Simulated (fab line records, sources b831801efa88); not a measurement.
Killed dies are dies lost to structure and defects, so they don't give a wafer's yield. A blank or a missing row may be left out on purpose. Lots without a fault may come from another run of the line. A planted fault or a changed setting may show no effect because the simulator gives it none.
fab line records | flow gf180mcu | part 2 of 2: steps 33 to 44 of 44
record lots=5 wafers=15 last_day=33
route steps=602 shown NWELL@42 LVPWELL@54 MVSD@66 MVPSD@78
lots that met no fault: from a run of the same line without faults
start_h: hours from the record's first day to the start of the lot's first wafer shown | wait_h: hours since the lot's step before | " the same as in the row above | L1.1+2: a row that stands for several wafers | - no value, or no start given | * or withheld: withheld | < > ~ a bound
route shown NAME@n: a module of which the file shows steps, and the number in the route of the first | usual: mean/standard deviation of fault-free wafers | same: alike in all rows | chamber/n: place in a boat | sites: the reading at each site | _std_site: their standard deviation | _edge_site: outer sites' mean less inner sites' | radius_mm: how far each site lies from the wafer's centre | mask NAME#n: copy n | behind: the tool/chamber that last shaped the wafer | hold: why the lot was held/for how many hours/how that ended | device: the transistor (n, p or np) that didn't switch | end of line: the same wafers' tests at the end of the route | a step without rows: its recipe alone | killed: dies lost to structure and defects at the first sort, not the wafer's yield | map: a wafer's dies, x killed, . not, _ none there
set.NAME: the setting as run; set.NAME@STEP: as run at that earlier step | model.NAME: the simulator's own value behind a step, which no gauge read
lots at some steps of the route; a table a step, a row a wafer
services: from which hour (start_h, from the record's first day; less than 0 if before it) a tool's chamber was out of use, for how many hours, and why
## steps
# step GF_MVSD_IMPLANT_08
# recipe species=P energy_kev=400 dose_cm2=1.6e+13 tilt_deg=0
# usual tilt_deg=-0.001/0.019
# columns lot.wafer tool chamber start_h wait_h tilt_deg
L074.1 implanter-02 0 80.09 0.0 -0.016
L074.2 " 0 " " -0.017
L074.6 " 0 " " -0.007
L076.3 implanter-02 0 90.09 0.1 0.021
L076.4 " 0 " " 0.048
L076.5 " 0 " " 0.040
L079.2 implanter-03 0 114.27 0.0 -0.014
L079.3 " 0 " " -0.026
L079.4 " 0 " " -0.012
L089.2 implanter-01 0 172.37 0.0 -0.017
L089.5 " 0 " " -0.039
L089.6 " 0 " " -0.029
L094.2 implanter-03 0 198.27 0.0 0.009
L094.4 " 0 " " 0.011
L094.5 " 0 " " 0.003
# step GF_MVSD_IMPLANT_09
# recipe species=P energy_kev=100 dose_cm2=5e+12 tilt_deg=0
# usual tilt_deg=0.003/0.019
# columns lot.wafer tool chamber start_h wait_h tilt_deg
L074.1 implanter-02 0 80.24 0.1 -0.019
L074.2 " 0 " " 0.002
L074.6 " 0 " " -0.025
L076.3 implanter-02 0 90.24 0.1 0.011
L076.4 " 0 " " -0.007
L076.5 " 0 " " 0.033
L079.2 implanter-03 0 114.42 0.1 -0.034
L079.3 " 0 " " 0.030
L079.4 " 0 " " -0.013
L089.2 implanter-01 0 172.52 0.1 -0.033
L089.5 " 0 " " 0.014
L089.6 " 0 " " 0.004
L094.2 implanter-03 0 198.42 0.1 -0.012
L094.4 " 0 " " 0.030
L094.5 " 0 " " -0.007
# step GF_MVSD_STRIP_10
# recipe chemistry=O2/N2 power_w=1400 pressure_mtorr=1500 platen_temp_c=250 o2_flow_sccm=3000 n2_flow_sccm=300 overash_fraction=0.5
# usual drypump_motor_current_A=5.4/0.51 heater_power_w=325/49 oes_product_au=0.722/0.0047 strip_time_to_endpoint_s=36.91/0.096
# columns lot.wafer tool chamber start_h wait_h drypump_motor_current_A heater_power_w oes_product_au rf_hours_counter_h strip_time_to_endpoint_s
L074.1 plasma_asher-01 1 80.39 0.1 5.7 267 0.726 40 36.94
L074.2 " 0 " " 4.8 329 0.717 40 36.82
L074.6 " 1 " " 5.7 266 0.729 - 36.84
L076.3 plasma_asher-04 1 90.38 0.1 4.7 299 0.716 - 36.89
L076.4 " 0 " " 6.1 319 0.724 - 36.80
L076.5 " 1 " " 4.8 295 0.716 - 36.87
L079.2 plasma_asher-03 0 114.54 0.1 5.7 435 0.724 48 36.88
L079.3 " 0 " " 5.7 432 0.720 - 36.95
L079.4 " 1 " " 5.5 342 0.725 - 36.88
L089.2 plasma_asher-04 1 172.64 0.1 4.8 312 0.715 39 36.73
L089.5 " 0 " " 6.0 304 0.725 - 36.73
L089.6 " 1 " " 4.8 293 0.714 - 36.80
L094.2 plasma_asher-01 0 198.54 0.1 4.8 325 0.720 8 37.00
L094.4 " 1 " " 5.7 263 0.717 - 37.21
L094.5 " 0 " " 4.8 322 0.723 - 37.04
# step GF_MVSD_TW_MEAS_11
# usual MVSD_TW=1583/9.7
# columns lot.wafer tool chamber start_h wait_h MVSD_TW
L074.1 film_metro-03 - 80.49 0.1 1585
L074.2 " - " " 1584
L074.6 " - " " 1572
L076.3 film_metro-04 - 90.46 0.1 1580
L076.4 " - " " 1588
L076.5 " - " " 1583
L079.2 film_metro-04 - 114.65 0.1 1595
L079.3 " - " " 1589
L079.4 " - " " 1598
L089.2 film_metro-03 - 172.75 0.1 1580
L089.5 " - " " 1580
L089.6 " - " " 1579
L094.2 film_metro-02 - 198.65 0.1 1593
L094.4 " - " " 1594
L094.5 " - " " 1587
# step GF_MVPSD_DEHYDRATE_00
# recipe temp_c=200 time_s=60
# columns lot.wafer tool chamber start_h wait_h
L074.1+2+6 litho_track-01 0 86.61 6.1
L076.3+4+5 litho_track-01 0 96.96 6.5
L079.2+3+4 litho_track-03 0 121.52 6.9
L089.2+5+6 litho_track-01 0 180.38 7.6
L094.2+4+5 litho_track-01 0 206.58 7.9
# step GF_MVPSD_HMDS_01
# recipe prime_time_s=60 prime_temp_c=120
# columns lot.wafer tool chamber start_h wait_h
L074.1+2+6 litho_track-01 0 86.76 0.1
L076.3+4+5 litho_track-01 0 97.11 0.1
L079.2+3+4 litho_track-03 0 121.67 0.1
L089.2+5+6 litho_track-01 0 180.53 0.1
L094.2+4+5 litho_track-01 0 206.73 0.1
# step GF_MVPSD_COAT_02
# recipe spin_rpm=2000 resist_thk_nm=3000
# usual dispense_pressure_kPa=49/5.7
# columns lot.wafer tool chamber start_h wait_h dispense_pressure_kPa
L074.1 litho_track-01 0 86.91 0.1 55
L074.2 " 0 " " 55
L074.6 " 0 " " 55
L076.3 litho_track-01 0 97.26 0.1 55
L076.4 " 0 " " 55
L076.5 " 0 " " 55
L079.2 litho_track-03 0 121.82 0.1 51
L079.3 " 0 " " 51
L079.4 " 0 " " 51
L089.2 litho_track-01 0 180.68 0.1 55
L089.5 " 0 " " 55
L089.6 " 0 " " 55
L094.2 litho_track-01 0 206.88 0.1 55
L094.4 " 0 " " 55
L094.5 " 0 " " 55
# step GF_MVPSD_SOFTBAKE_03
# recipe temp_c=110 time_s=withheld
# columns lot.wafer tool chamber start_h wait_h
L074.1+2+6 litho_track-01 0 87.06 0.1
L076.3+4+5 litho_track-01 0 97.42 0.1
L079.2+3+4 litho_track-03 0 121.98 0.1
L089.2+5+6 litho_track-01 0 180.84 0.1
L094.2+4+5 litho_track-01 0 207.04 0.1
# step GF_MVPSD_EXPOSE_04
# recipe mask_id=MVPSD target_cd_nm=1000 na=0.6 source_shape=conventional sigma_outer=0.6 dose_mj=260
# usual exposure_dose_mJ_cm2=260.02/0.26 focus_offset_nm=-0.1/0.52
# columns lot.wafer tool chamber start_h wait_h mask exposure_dose_mJ_cm2 focus_offset_nm
L074.1 iline_stepper-01 0 - - MVPSD#0 260.15 0.1
L074.2 " 0 " " MVPSD#0 260.32 0.2
L074.6 " 0 " " MVPSD#0 260.33 -0.3
L076.3 iline_stepper-01 0 - - MVPSD#0 259.76 -0.1
L076.4 " 0 " " MVPSD#0 259.92 -0.2
L076.5 " 0 " " MVPSD#0 259.98 -0.3
L079.2 iline_stepper-02 0 - - MVPSD#0 259.65 -0.8
L079.3 " 0 " " MVPSD#0 260.07 0.1
L079.4 " 0 " " MVPSD#0 260.32 -0.8
L089.2 iline_stepper-01 0 - - MVPSD#0 260.04 -0.3
L089.5 " 0 " " MVPSD#0 259.89 0.7
L089.6 " 0 " " MVPSD#0 260.39 -0.6
L094.2 iline_stepper-01 0 - - MVPSD#0 260.16 0.4
L094.4 " 0 " " MVPSD#0 260.03 -0.5
L094.5 " 0 " " MVPSD#0 259.95 0.5
# step GF_MVPSD_PEB_05
# recipe temp_c=115 time_s=withheld
# columns lot.wafer tool chamber start_h wait_h
L074.1+2+6 litho_track-03 0 - -
L076.3+4+5 litho_track-02 0 - -
L079.2+3+4 litho_track-02 0 - -
L089.2+5+6 litho_track-03 0 - -
L094.2+4+5 litho_track-02 0 - -
# step GF_MVPSD_DEVELOP_06
# recipe wall_angle_deg=90 develop_time_s=60 dev_temp_c=23
# columns lot.wafer tool chamber start_h wait_h
L074.1+2+6 litho_track-03 0 - -
L076.3+4+5 litho_track-02 0 - -
L079.2+3+4 litho_track-02 0 - -
L089.2+5+6 litho_track-03 0 - -
L094.2+4+5 litho_track-02 0 - -
# step GF_MVPSD_OVL_MEAS_07
# usual MVPSD_OVL=-0.1/1.4
# columns lot.wafer tool chamber start_h wait_h MVPSD_OVL[nm]
L074.1 overlay-01 - 94.34 - -1.4
L074.2 " - " " 1.0
L074.6 " - " " -0.7
L076.3 overlay-01 - 104.13 - -0.1
L076.4 " - " " -0.2
L076.5 " - " " 2.3
L079.2 overlay-01 - 129.87 - 0.8
L079.3 " - " " 1.4
L079.4 " - " " 1.3
L089.2 overlay-02 - 189.60 - 1.9
L089.5 " - " " 0.0
L089.6 " - " " 0.3
L094.2 overlay-01 - 216.07 - -1.1
L094.4 " - " " -1.1
L094.5 " - " " -0.4
## services
# columns tool chamber start_h hours kind
implanter-04 - 29.94 0.7 repair
iline_stepper-02 - 30.07 8.4 repair
plasma_asher-03 - 46.36 1.2 repair
iline_stepper-01 - 54.62 1.7 pm
implanter-01 - 57.32 3.0 pm
plasma_asher-02 - 71.22 13.1 pm
litho_track-04 - 77.27 - consumable_replace:filter
iline_stepper-02 - 101.06 2.6 repair
plasma_asher-01 - 108.75 9.0 pm
plasma_asher-01 0 108.75 9.0 vent_cycle
plasma_asher-01 1 108.75 9.0 vent_cycle
plasma_asher-01 0 117.75 - clean
plasma_asher-01 1 117.75 - clean
implanter-01 - 124.30 4.2 repair
iline_stepper-01 0 131.04 - calibration
implanter-04 - 135.92 4.7 repair
iline_stepper-02 0 136.86 - calibration
plasma_asher-01 - 151.02 2.8 pm
iline_stepper-02 - 162.67 1.5 repair
plasma_asher-02 - 166.53 14.6 pm
plasma_asher-01 - 181.76 8.1 repair
implanter-01 - 191.75 1.0 repair
implanter-04 - 205.08 6.0 repair
